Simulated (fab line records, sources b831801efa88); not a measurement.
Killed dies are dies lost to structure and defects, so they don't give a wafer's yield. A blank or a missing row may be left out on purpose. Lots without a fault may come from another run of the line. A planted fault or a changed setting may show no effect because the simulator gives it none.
Which tool did it? | flow sky130 | 12 lots, 36 wafers sampled, at 4 steps of a route of 708

WHAT THE GAUGES READ, wafer by wafer
SKY_VIA2_OVL_MEAS_13. Usual: VIA2_OVL 0 nm, standard deviation 5.8.
lot  | measured     | on         | VIA2_OVL (nm) | flag
L400 | day 37 08:40 | overlay-01 | -10 -8 -13    |
L399 | day 37 11:48 | overlay-01 | -1 -4 -4      |
L401 | day 37 23:37 | overlay-01 | 1 4 6         |
L402 | day 38 11:31 | overlay-02 | 8 -5 -2       |
L403 | day 38 13:27 | overlay-02 | 3 0 -1        |
L404 | day 38 16:46 | overlay-02 | 7 7 13        |
L405 | day 39 07:40 | overlay-01 | -2 -4 4       |
L409 | day 40 12:55 | overlay-02 | -2 -6 -4      |
L413 | day 41 11:09 | overlay-01 | -4 -2 1       |
L414 | day 41 16:58 | overlay-01 | 4 0 -2        |
L415 | day 42 04:24 | overlay-01 | 1 -4 -2       |
L417 | day 42 11:42 | overlay-01 | 1 3 -1        |

WHICH TOOL RAN EACH LOT (tool, then ch and the chambers of the sampled wafers, then the start)
lot  | SKY_METAL2_METAL_ETCH_19          | SKY_VIA2_CMP_02               | SKY_VIA2_DEVELOP_11
L400 | rie_metal-04 ch 0,1, day 36 05:41 | cmp-01 ch 0,1,3, day 36 06:34 | litho_track-02 ch 0, day 37 08:00
L399 | rie_metal-04 ch 0,1, day 36 08:51 | cmp-01 ch 1,2, day 36 09:43   | litho_track-01 ch 0, day 37 11:00
L401 | rie_metal-04 ch 0,1, day 36 21:02 | cmp-01 ch 0,2,3, day 36 21:58 | litho_track-02 ch 0, day 37 23:00
L402 | rie_metal-02 ch 0,1, day 37 08:34 | cmp-01 ch 0,2,3, day 37 09:26 | litho_track-02 ch 0, day 38 11:00
L403 | rie_metal-01 ch 0,1, day 37 11:59 | cmp-01 ch 0,1,2, day 37 12:55 | litho_track-01 ch 0, day 38 13:00
L404 | rie_metal-02 ch 0,1, day 37 15:11 | cmp-01 ch 0,1,2, day 37 16:04 | litho_track-02 ch 0, day 38 16:00
L405 | rie_metal-04 ch 0,1, day 38 06:16 | cmp-01 ch 0,1, day 38 07:11   | litho_track-02 ch 0, day 39 07:00
L409 | rie_metal-02 ch 0,1, day 39 10:08 | cmp-02 ch 0,3, day 39 11:01   | litho_track-02 ch 0, day 40 12:00
L413 | rie_metal-04 ch 0,1, day 40 09:08 | cmp-02 ch 0,1,3, day 40 10:12 | litho_track-03 ch 0, day 41 10:00
L414 | rie_metal-01 ch 0,1, day 40 15:59 | cmp-01 ch 1,2,3, day 40 16:51 | litho_track-03 ch 0, day 41 16:00
L415 | rie_metal-04 ch 0,1, day 41 03:08 | cmp-01 ch 0,2, day 41 04:07   | litho_track-03 ch 0, day 42 04:00
L417 | rie_metal-01 ch 0,1, day 41 10:55 | cmp-02 ch 0,3, day 41 11:52   | litho_track-01 ch 0, day 42 11:00
- SKY_METAL2_METAL_ETCH_19: etches the open film in Cl2/BCl3, stops on SiO2, target depth 360 nm, time 78 s.
- SKY_VIA2_CMP_02: polishes SiO2.
- SKY_VIA2_DEVELOP_11: develop time 60 s.

WHAT THE TOOLS THEMSELVES READ (means of the sampled wafers that have a number; where no wafer has one, the mark that the record gives instead)
SKY_METAL2_METAL_ETCH_19. Usual: drypump_motor_current_A 5.5 A, standard deviation 0.47; oes_product_au 0.854 a.u., standard deviation 0.0063; throttle_valve_pct 22.265 %, standard deviation 0.01.
lot  | tool         | drypump_motor_current_A (A) | oes_product_au (a.u.) | throttle_valve_pct (%) | flag
L400 | rie_metal-04 | 5.8                         | 0.848                 | 22.261                 |
L399 | rie_metal-04 | 5.8                         | 0.849                 | 22.271                 |
L401 | rie_metal-04 | 5.8                         | 0.861                 | 22.266                 |
L402 | rie_metal-02 | 5.1                         | 0.854                 | 22.258                 |
L403 | rie_metal-01 | 6.0                         | 0.848                 | 22.274                 |
L404 | rie_metal-02 | 4.9                         | 0.859                 | 22.260                 |
L405 | rie_metal-04 | 5.8                         | 0.857                 | 22.260                 |
L409 | rie_metal-02 | 4.9                         | 0.849                 | 22.264                 |
L413 | rie_metal-04 | 5.8                         | 0.851                 | 22.258                 |
L414 | rie_metal-01 | 6.0                         | 0.848                 | 22.268                 |
L415 | rie_metal-04 | 5.8                         | 0.851                 | 22.269                 |
L417 | rie_metal-01 | 6.0                         | 0.855                 | 22.265                 |

SKY_VIA2_CMP_02. Usual: head_pressure_psi 3.999 psi, standard deviation 0.0088; motor_current_A 11.3 A, standard deviation 0.99.
lot  | tool   | head_pressure_psi (psi) | motor_current_A (A) | flag
L400 | cmp-01 | 3.995                   | 11.4                |
L399 | cmp-01 | 3.997                   | 10.9                |
L401 | cmp-01 | 3.997                   | 11.3                |
L402 | cmp-01 | 3.996                   | 11.3                |
L403 | cmp-01 | 4.007                   | 11.7                |
L404 | cmp-01 | 4.007                   | 11.3                |
L405 | cmp-01 | 4.009                   | 12.0                |
L409 | cmp-02 | 3.998                   | 11.2                |
L413 | cmp-02 | 3.999                   | 11.0                |
L414 | cmp-01 | 3.996                   | 10.5                |
L415 | cmp-01 | 4.002                   | 12.1                |
L417 | cmp-02 | 3.995                   | 11.3                |

SKY_VIA2_DEVELOP_11. Usual: developer_temp_C 20.98 C, standard deviation 0.097.
lot  | tool           | developer_temp_C (C) | flag
L400 | litho_track-02 | 21.02                |
L399 | litho_track-01 | 20.90                |
L401 | litho_track-02 | 20.97                |
L402 | litho_track-02 | 21.03                |
L403 | litho_track-01 | 20.83                |
L404 | litho_track-02 | 21.70                | OFF
L405 | litho_track-02 | 21.55                | OFF
L409 | litho_track-02 | 21.58                | OFF
L413 | litho_track-03 | 20.97                |
L414 | litho_track-03 | 20.95                |
L415 | litho_track-03 | 21.04                |
L417 | litho_track-01 | 20.97                |

THE ANSWER, worked out from the rows above alone
Rule: a lot is off if the mean of its wafers that have a number lies more than 3 standard deviations from the usual mean. A lot without any number at a reading at which 4 lots or more have one is off too. The other lots that the step has rows for count as sound. The gauges are gone through in route order, then the tools' own readings, and for those a lot's mean is taken as printed above. The first step at which some lot is off is used, and at that step the reading that is off furthest; a lot without a number counts as furthest.
Off: L404, L405, L409, at SKY_VIA2_DEVELOP_11 (developer_temp_C).
A tool fits if, at that step or a process step before it, it ran every lot that is off, and no sound lot after the first of them. One fits: litho_track-02 at SKY_VIA2_DEVELOP_11. Its last sound lot is L402 (day 38 11:00), its first lot that is off L404 (day 38 16:00): a fault that began between those two fits.
The tool's own readings at SKY_VIA2_DEVELOP_11 bear it out: on the lots that are off they differ by more than 5 times the standard deviation of the sound lots' means. developer_temp_C reads 21.61 C there against 20.96 C on the sound lots.

WHAT THE SIMULATOR HAD PUT IN
Process parameter drift: litho_track-02, from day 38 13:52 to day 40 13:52, at SKY_VIA2_DEVELOP_11. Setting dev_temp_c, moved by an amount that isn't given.
Lots struck among those shown: L404, L405, L409. The rule above found the same.
